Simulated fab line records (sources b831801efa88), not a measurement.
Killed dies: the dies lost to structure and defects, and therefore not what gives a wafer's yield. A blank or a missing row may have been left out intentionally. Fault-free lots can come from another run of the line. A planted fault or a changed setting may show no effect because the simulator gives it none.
Which tool was responsible? -- flow gf180mcu -- 13 lots, 39 wafers sampled, at 2 steps of a route of 602

## WHAT EACH GAUGE READ, for each wafer
GF_STI_CD_MEAS_12: target cd 220 nm. Usual: 219.9 nm for cd-nm, sd 1.4.
lot,measured,on,cd-nm (nm),flag
L482,day 2 02:18,cd-sem-01,218.8 219.0 218.9,
L485,day 2 17:23,cd-sem-01,218.3 217.8 219.3,
L486,day 2 21:59,cd-sem-02,220.1 221.3 221.5,
L487,day 3 02:50,cd-sem-02,220.8 219.6 219.1,
L488,day 3 07:34,cd-sem-02,220.2 220.2 220.6,
L490,day 3 18:37,cd-sem-01,219.0 220.8 220.2,
L493,day 4 10:44,cd-sem-02,214.2 213.8 213.7,OFF
L495,day 5 00:50,cd-sem-02,217.8 218.4 219.5,
L496,day 5 01:34,cd-sem-01,221.3 221.8 219.7,
L497,day 5 06:56,cd-sem-01,213.6 213.2 213.5,OFF
L500,day 5 21:56,cd-sem-02,221.2 221.2 221.7,
L503,day 6 14:19,cd-sem-02,222.9 222.5 222.6,
L505,day 7 01:44,cd-sem-01,220.9 220.3 221.1,

## TOOL THAT RAN EACH LOT (tool first, then ch and the chambers of the sampled wafers, then the start)
lot,GF_STI_PEB_10
L482,"litho-track-04 ch 0, day 2 01:59"
L485,"litho-track-03 ch 0, day 2 17:02"
L486,"litho-track-01 ch 0, day 2 21:40"
L487,"litho-track-01 ch 0, day 3 02:31"
L488,"litho-track-01 ch 0, day 3 07:13"
L490,"litho-track-01 ch 0, day 3 18:16"
L493,"litho-track-01 ch 0, day 4 10:25"
L495,"litho-track-04 ch 0, day 5 00:29"
L496,"litho-track-03 ch 0, day 5 01:13"
L497,"litho-track-01 ch 0, day 5 06:37"
L500,"litho-track-04 ch 0, day 5 21:35"
L503,"litho-track-03 ch 0, day 6 13:58"
L505,"litho-track-03 ch 0, day 7 01:23"
- GF_STI_PEB_10: peb time 90 s.

## AS READ BY THE TOOLS THEMSELVES (means over the sampled wafers that have a number; for cases with no such wafer, the mark the record gives instead)
GF_STI_PEB_10. Usual: heater-power-total-W 85.69 W, standard deviation 0.08; plate-temp-C 134.97 C, standard deviation 0.15.
lot,tool,heater-power-total-W (W),plate-temp-C (C),flag
L482,litho-track-04,85.62,134.83,
L485,litho-track-03,85.68,134.95,
L486,litho-track-01,85.69,135.00,
L487,litho-track-01,85.63,135.12,
L488,litho-track-01,85.68,135.25,
L490,litho-track-01,85.62,134.91,
L493,litho-track-01,87.99,137.56,OFF
L495,litho-track-04,85.70,134.96,
L496,litho-track-03,85.66,135.04,
L497,litho-track-01,87.98,137.91,OFF
L500,litho-track-04,85.77,134.91,
L503,litho-track-03,85.66,135.01,
L505,litho-track-03,85.65,134.84,

## THE ANSWER, worked out from the rows above alone
Rule: lot off if the mean of its wafers having a number is beyond 3 standard deviations from the usual mean. Also off: a lot with no number at a reading for which 4 or more lots have one. All remaining lots with rows at the step are treated as sound. After the gauges, taken in route order, come the tools' own readings; for these a lot's mean is taken, as printed above. The first step at which some lot is off is used, and at that step the reading that is off furthest; a lot without a number counts as furthest.
Off, at GF_STI_CD_MEAS_12 on cd-nm: L493, L497.
A tool fits if, at a process step before that reading, it ran every lot that is off, and no sound lot after the first of them. The gauges at GF_STI_CD_MEAS_12 aren't tried: what is off there is off at GF_STI_PEB_10 too, on other tools, and a gauge's error can't cause that. One fits: litho-track-01 at GF_STI_PEB_10. Its last sound lot is L490 (day 3 18:16), its first lot that is off L493 (day 4 10:25): a fault that began between those two fits.
The tool's own readings at GF_STI_PEB_10 bear it out: on the lots that are off they differ by more than 5 times the standard deviation of the sound lots' means. heater-power-total-W reads 87.98 W there against 85.67 W on the sound lots; plate-temp-C reads 137.74 C there against 134.98 C on the sound lots.

## WHAT THE SIMULATOR HAD PUT IN
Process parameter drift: litho-track-01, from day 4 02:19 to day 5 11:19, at GF_STI_PEB_10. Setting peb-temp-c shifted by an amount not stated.
Shown lots that were struck: L493, L497. This agrees with what the rule above found.
